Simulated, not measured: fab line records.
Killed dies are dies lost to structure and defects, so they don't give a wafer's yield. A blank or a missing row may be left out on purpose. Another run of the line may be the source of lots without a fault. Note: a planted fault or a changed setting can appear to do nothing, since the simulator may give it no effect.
fab line records	flow sfqLine
record lots=6	wafers=18	lastDay=87
route steps=325 shown I7@296
lots with no fault: from the same line, run without faults
startH: hours from the record's first day to the start of the lot's first wafer shown	waitH: hours from the lot's prior step to this one	" identical to the entry in the row above	L1.1+2: a single row standing in for several wafers	- value missing, or start not given	* or withheld: withheld	< > ~ a bound
route shown NAME@n: a module of which the file shows steps, and the number in the route of the first	usual: average and standard deviation across the fault-free wafers	same: alike in all rows	chamber/n: place in a boat	sites: per-site readings	_std_site: the standard deviation of these	_edge_site: inner sites' mean taken away from outer sites' mean	radiusMm: for every site, how far away it sits from the centre of the wafer	mask NAME#n: copy n	behind: tool/chamber where the wafer was last shaped	hold: why the lot went on hold/how many hours it stayed there/how the hold came to an end	device: names the non-switching transistor (n, p or np)	end of line: tests of these same wafers at the route's end	step lacking rows: just its recipe	killed: count of dies lost to structure and defects at first sort (not the wafer's yield)	map: dies across one wafer; x = killed, . = not, _ = none there
set.NAME: the setting the step ran with; set.NAME@STEP: the setting that earlier step ran with	model.NAME: the simulator's own value behind a step, which no gauge read
lots at selected steps of the route; one table per step, one row per wafer
services: from which hour (startH, from the record's first day; less than 0 if before it) a tool's chamber was out of use, for how many hours, and why
## steps
# step SFQ_TRILAYER_I7_DEP_PECVD_183
# recipe material=SiO2	tempC=150	timeS=111.11	pressureTorr=2.4	rfW=183.3	precursor=SiH4/N2O	targetThkNm=500
# usual heaterPowerOuterW=29/11	heaterPowerW=82/21	rfFwdPowerW=182.2/0.63	throttleValvePct=24.9/1.1
lot.wafer	tool	chamber	startH	waitH	heaterPowerOuterW	heaterPowerW	rfFwdPowerW	throttleValvePct
L925.1	pecvd-02	2	1600.94	0.0	13	42	183.3	26.4
L925.2	"	1	"	"	41	110	182.6	26.2
L925.6	"	0	"	"	35	92	182.4	24.5
L932.2	pecvd-03	0	1862.20	0.0	19	71	182.9	25.4
L932.4	"	1	"	"	37	90	183.0	24.8
L932.6	"	2	"	"	30	79	183.0	23.9
L944.1	pecvd-02	2	1943.99	0.0	15	45	182.7	26.7
L944.4	"	1	"	"	41	113	182.1	26.1
L944.5	"	2	"	"	6	32	182.6	26.7
L945.4	pecvd-04	1	1951.48	0.0	20	72	182.7	23.7
L945.5	"	0	"	"	32	89	181.4	23.6
L945.6	"	2	"	"	19	73	182.4	23.5
L946.1	pecvd-03	0	1960.59	0.0	16	69	181.5	25.9
L946.3	"	2	"	"	36	87	181.8	24.2
L946.4	"	2	"	"	37	90	181.4	23.8
L947.1	pecvd-04	2	2082.83	0.0	31	89	182.5	24.0
L947.2	"	0	"	"	33	91	182.3	24.1
L947.4	"	0	"	"	36	93	181.7	24.0
# step SFQ_TRILAYER_I7_CMP_CMP_184
# recipe material=SiO2	downForcePsi=3	platenRpm=60	padVelocityMS=0.94248
# usual motorCurrentA=10.4/1.1	timeToEndpointS=215/7.2
lot.wafer	tool	chamber	startH	waitH	motorCurrentA	timeToEndpointS
L925.1	cmp-02	3	1603.42	2.4	7.9	202
L925.2	"	0	"	"	10.1	209
L925.6	"	0	1605.92	4.9	10.2	207
L932.4	cmp-02	2	1869.14	6.9	10.4	212
L932.2	"	0	1870.14	7.9	10.4	205
L932.6	"	3	1871.64	9.4	8.1	213
L944.4	cmp-01	1	1945.67	1.6	11.5	229
L944.1	"	0	1947.17	3.1	9.1	220
L944.5	"	1	"	"	11.7	230
L945.4	cmp-02	2	1954.13	2.6	10.2	225
L945.5	"	1	1955.63	4.1	9.5	225
L945.6	"	2	"	"	10.3	229
L946.1	cmp-01	2	1960.67	0.0	11.1	215
L946.4	"	3	"	"	11.5	222
L946.3	"	0	"	"	9.5	215
L947.2	cmp-02	3	2082.91	0.0	8.2	205
L947.4	"	0	"	"	9.8	213
L947.1	"	2	2084.41	1.5	10.7	211
# step SFQ_I7_BOW_MEAS_946
# recipe mode=bow
# usual I7_BOW=7/10
lot.wafer	tool	chamber	startH	waitH	I7_BOW[um]
L925.1	filmMetro-02	-	1606.42	2.5	16
L925.2	"	-	"	"	11
L925.6	"	-	"	"	3
L932.2	filmMetro-03	-	1872.16	1.5	-6
L932.4	"	-	"	"	1
L932.6	"	-	"	"	-5
L944.1	filmMetro-03	-	1948.67	1.0	-8
L944.4	"	-	"	"	-4
L944.5	"	-	"	"	-17
L945.4	filmMetro-02	-	1956.69	2.1	1
L945.5	"	-	"	"	-12
L945.6	"	-	"	"	-11
L946.1	filmMetro-04	-	1963.67	2.5	18
L946.3	"	-	"	"	16
L946.4	"	-	"	"	15
L947.1	filmMetro-04	-	2085.91	1.0	-9
L947.2	"	-	"	"	3
L947.4	"	-	"	"	-10
# step SFQ_TRILAYER_I7_METRO_MEASURE_185
# usual thkNm=200.0/1.1
lot.wafer	tool	chamber	startH	waitH	thkNm
L925.1	filmMetro-02	-	1606.54	0.1	199.2
L925.2	"	-	"	"	199.5
L925.6	"	-	"	"	200.3
L932.2	filmMetro-03	-	1872.46	0.3	198.9
L932.4	"	-	"	"	199.8
L932.6	"	-	"	"	198.5
L944.1	filmMetro-03	-	1948.79	0.1	198.5
L944.4	"	-	"	"	199.9
L944.5	"	-	"	"	200.4
L945.4	filmMetro-02	-	1957.35	0.6	200.0
L945.5	"	-	"	"	199.3
L945.6	"	-	"	"	199.6
L946.1	filmMetro-04	-	1963.79	0.1	198.6
L946.3	"	-	"	"	197.9
L946.4	"	-	"	"	198.6
L947.1	filmMetro-04	-	2086.03	0.1	200.4
L947.2	"	-	"	"	198.8
L947.4	"	-	"	"	198.2
# step SFQ_TRILAYER_I7_VIA_LITHO_COAT_192
# recipe resist=BARC	spinRpm=3000	resistThkNm=62
# step SFQ_TRILAYER_I7_VIA_LITHO_COAT_187
# recipe resist=KrF	spinRpm=3000	resistThkNm=650
# step SFQ_TRILAYER_I7_VIA_LITHO_SOFTBAKE_191
# recipe tempC=withheld	timeS=withheld	resist=KrF
# step SFQ_TRILAYER_I7_VIA_LITHO_EXPOSE_188
# recipe maskId=I7	na=0.6	sourceShape=conventional	sigmaOuter=0.65	targetCdNm=1000	doseMj=21.3
# step SFQ_TRILAYER_I7_VIA_LITHO_PEB_190
# recipe pebTempC=115	pebTimeS=60	resist=KrF
# step SFQ_TRILAYER_I7_VIA_LITHO_DEVELOP_189
# recipe timeS=60	resist=KrF
# step SFQ_I7_OVL_MEAS_947
# usual I7_OVL=-2/4.5
lot.wafer	tool	chamber	startH	waitH	I7_OVL[nm]
L925.1	overlay-02	-	1712.31	0.1	1
L925.2	"	-	"	"	-4
L925.6	"	-	"	"	-8
L932.2	overlay-01	-	1893.43	0.1	4
L932.4	"	-	"	"	3
L932.6	"	-	"	"	0
L944.1	overlay-01	-	1952.24	0.1	4
L944.4	"	-	"	"	2
L944.5	"	-	"	"	6
L945.4	overlay-02	-	1960.81	0.1	9
L945.5	"	-	"	"	-5
L945.6	"	-	"	"	2
L946.1	overlay-01	-	1967.24	0.1	1
L946.3	"	-	"	"	-3
L946.4	"	-	"	"	-2
L947.1	overlay-01	-	2092.20	0.1	4
L947.2	"	-	"	"	-1
L947.4	"	-	"	"	0
# step SFQ_TRILAYER_I7_VIA_BARC_OPEN_VIA_ETCH_260
# recipe maskMaterial=PR	chemistry=O2	targetDepthNm=125	target=BARC	sourceW=500	biasW=80	pressureMtorr=30	timeS=41.7
# usual biasW=79.99/0.23	drypumpMotorCurrentA=5.8/0.42	oesProductAu=0.685/0.0046	rfFwdPowerW=494.7/2
lot.wafer	tool	chamber	startH	waitH	biasW	drypumpMotorCurrentA	oesProductAu	rfFwdPowerW	rfHoursCounterH
L925.1	rieDiel-02	1	1712.34	0.0	80.04	5.9	0.686	496.2	20
L925.2	"	0	"	"	79.49	5.4	0.686	498.2	13
L925.6	"	1	"	"	80.26	5.9	0.686	498.0	-
L932.2	rieDiel-04	2	1893.46	0.0	80.20	6.2	0.691	495.6	2
L932.4	"	0	"	"	80.01	5.8	0.683	494.7	7
L932.6	"	2	"	"	80.22	6.2	0.686	491.8	-
L944.1	rieDiel-04	3	1952.28	0.0	79.93	5.8	0.688	494.9	19
L944.4	"	1	"	"	80.01	6.1	0.687	497.3	19
L944.5	"	2	"	"	79.84	6.2	0.684	491.9	-
L945.4	rieDiel-04	3	1960.83	0.0	80.15	5.8	0.687	494.1	19
L945.5	"	3	"	"	80.20	5.8	0.693	494.0	-
L945.6	"	2	"	"	80.05	6.2	0.686	494.0	-
L946.1	rieDiel-02	0	1967.28	0.0	79.81	5.4	0.684	493.1	16
L946.3	"	3	"	"	80.16	5.1	0.675	495.0	13
L946.4	"	3	"	"	80.32	5.1	0.685	493.7	-
L947.1	rieDiel-01	1	2092.23	0.0	79.89	5.2	0.686	491.3	12
L947.2	"	3	"	"	80.02	5.4	0.676	494.4	6
L947.4	"	2	"	"	80.07	6.4	0.678	491.6	8
# step SFQ_TRILAYER_I7_VIA_ETCH_VIA_ETCH_190
# recipe target=SiO2	stopOn=Nb	maskMaterial=PR	taperDeg=20	chemistry=CHF3	targetDepthNm=260	sourceW=500	biasW=80	pressureMtorr=30	timeS=withheld
# usual biasW=80.01/0.21	drypumpMotorCurrentA=5.8/0.42	oesProductAu=0.854/0.005	rfFwdPowerW=498.2/1.6
lot.wafer	tool	chamber	startH	waitH	biasW	drypumpMotorCurrentA	oesProductAu	rfFwdPowerW	model.Nb_of_TRILAYER_M7_DEP_SPUTTER_175.thkNm
L925.1	rieDiel-02	1	1712.38	0.0	80.31	5.8	0.859	499.1	198
L925.2	"	0	"	"	80.17	5.4	0.852	497.7	199.1
L925.6	"	1	"	"	79.85	5.8	0.856	498.6	198.4
L932.2	rieDiel-04	2	1893.50	0.0	80.29	6.2	0.849	497.9	200.5
L932.4	"	0	"	"	79.75	5.8	0.855	496.3	199
L932.6	"	2	"	"	79.94	6.2	0.852	497.6	200.5
L944.1	rieDiel-04	3	1952.32	0.0	79.95	5.8	0.843	499.1	196.1
L944.4	"	1	"	"	79.82	6.2	0.851	497.5	196.1
L944.5	"	2	"	"	95.28	6.2	0.850	499.9	192
L945.4	rieDiel-04	3	1960.87	0.0	79.90	5.8	0.848	500.5	204.4
L945.5	"	3	"	"	80.56	5.8	0.857	499.8	204.7
L945.6	"	2	"	"	94.96	6.2	0.862	495.2	201.6
L946.1	rieDiel-02	0	1967.32	0.0	80.18	5.4	0.857	498.6	199
L946.3	"	3	"	"	80.14	5.1	0.846	499.4	198.5
L946.4	"	3	"	"	80.01	5.1	0.857	499.8	199.9
L947.1	rieDiel-01	1	2092.27	0.0	80.13	5.2	0.857	497.5	197
L947.2	"	3	"	"	79.92	5.5	0.852	499.9	197.3
L947.4	"	2	"	"	80.20	6.4	0.847	495.3	198.2
# step SFQ_TRILAYER_I7_VIA_STRIP_STRIP_191
# recipe gas=O2	powerW=200	platenTempC=40	overashFraction=0.65	chemistry=O2	pressureMtorr=50
# usual drypumpMotorCurrentA=5.8/0.39	oesProductAu=1.002/0.01
lot.wafer	tool	chamber	startH	waitH	drypumpMotorCurrentA	oesProductAu	rfHoursCounterH
L925.1	rieMetal-03	1	1712.50	-	6.1	0.998	45
L925.2	"	0	"	"	5.6	1.009	77
L925.6	"	1	"	"	6.1	1.011	-
L932.2	rieMetal-04	1	1893.68	-	5.4	1.010	55
L932.4	"	1	"	"	5.4	1.004	-
L932.6	"	0	"	"	5.9	0.994	-
L944.1	rieMetal-02	1	1952.43	-	6.5	1.010	95
L944.4	"	1	"	"	6.5	0.998	-
L944.5	"	1	"	"	6.5	1.012	-
L945.4	rieMetal-04	1	1961.25	-	5.4	1.007	-
L945.5	"	0	"	"	5.9	0.983	-
L945.6	"	1	"	"	5.4	1.005	-
L946.1	rieMetal-02	0	1967.43	-	5.6	1.003	73
L946.3	"	1	"	"	6.5	1.021	-
L946.4	"	0	"	"	5.6	1.001	-
L947.1	rieMetal-03	0	2092.39	-	5.6	0.999	131
L947.2	"	1	"	"	6.1	1.008	109
L947.4	"	1	"	"	6.1	0.987	-
## services
tool	chamber	startH	hours	kind
rieDiel-02	1	1615.87	15.0	repair
rieDiel-04	3	1657.49	3.3	repair
rieDiel-04	3	1678.70	23.2	repair
cmp-02	-	1680.33	0.8	repair
rieDiel-04	2	1683.64	10.1	repair
rieDiel-04	1	1685.41	12.9	repair
cmp-02	-	1686.45	4.8	repair
rieDiel-02	2	1723.97	6.9	repair
rieDiel-04	0	1744.59	2.4	repair
cmp-02	-	1755.41	0.6	repair
rieDiel-02	1	1755.67	3.1	repair
cmp-02	-	1773.23	4.0	pm
cmp-02	-	1813.84	1.8	repair
rieDiel-02	0	1821.23	2.5	repair
rieDiel-02	1	1835.24	8.1	repair
rieDiel-02	2	1847.67	1.9	repair
cmp-02	-	1908.14	5.9	pm
rieDiel-04	3	1911.65	9.2	repair
rieDiel-04	2	1925.12	8.5	repair
cmp-02	-	1976.81	21.7	pm
cmp-02	-	2007.87	10.5	pm
rieDiel-02	0	2011.53	1.8	repair
rieDiel-04	-	2058.59	0.2	repair
rieDiel-04	2	2089.50	5.6	repair
## key
firstSign step=SFQ_TRILAYER_I7_VIA_ETCH_VIA_ETCH_190	reading=biasW	direction=up	sigmas=73	usual=80.01	struck=95.12
effect none on later readings
modelEffect step=SFQ_TRILAYER_I7_VIA_ETCH_VIA_ETCH_190	value=Nb_of_TRILAYER_M7_DEP_SPUTTER_175.thkNm	without=198.4	struck=196.8
metAt SFQ_TRILAYER_I7_VIA_ETCH_VIA_ETCH_190
struckWafers L944.5,L945.6
onsetBetween 1893.50 1952.32
fault kind=processParameterDrift	tool=rieDiel-04	chamber=2	onsetH=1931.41	steps=SFQ_TRILAYER_I7_VIA_ETCH_VIA_ETCH_190	channel=biasW	offset=15.345	shape=step	endH=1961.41	actsIn=theseRecipesOnly	stated=80
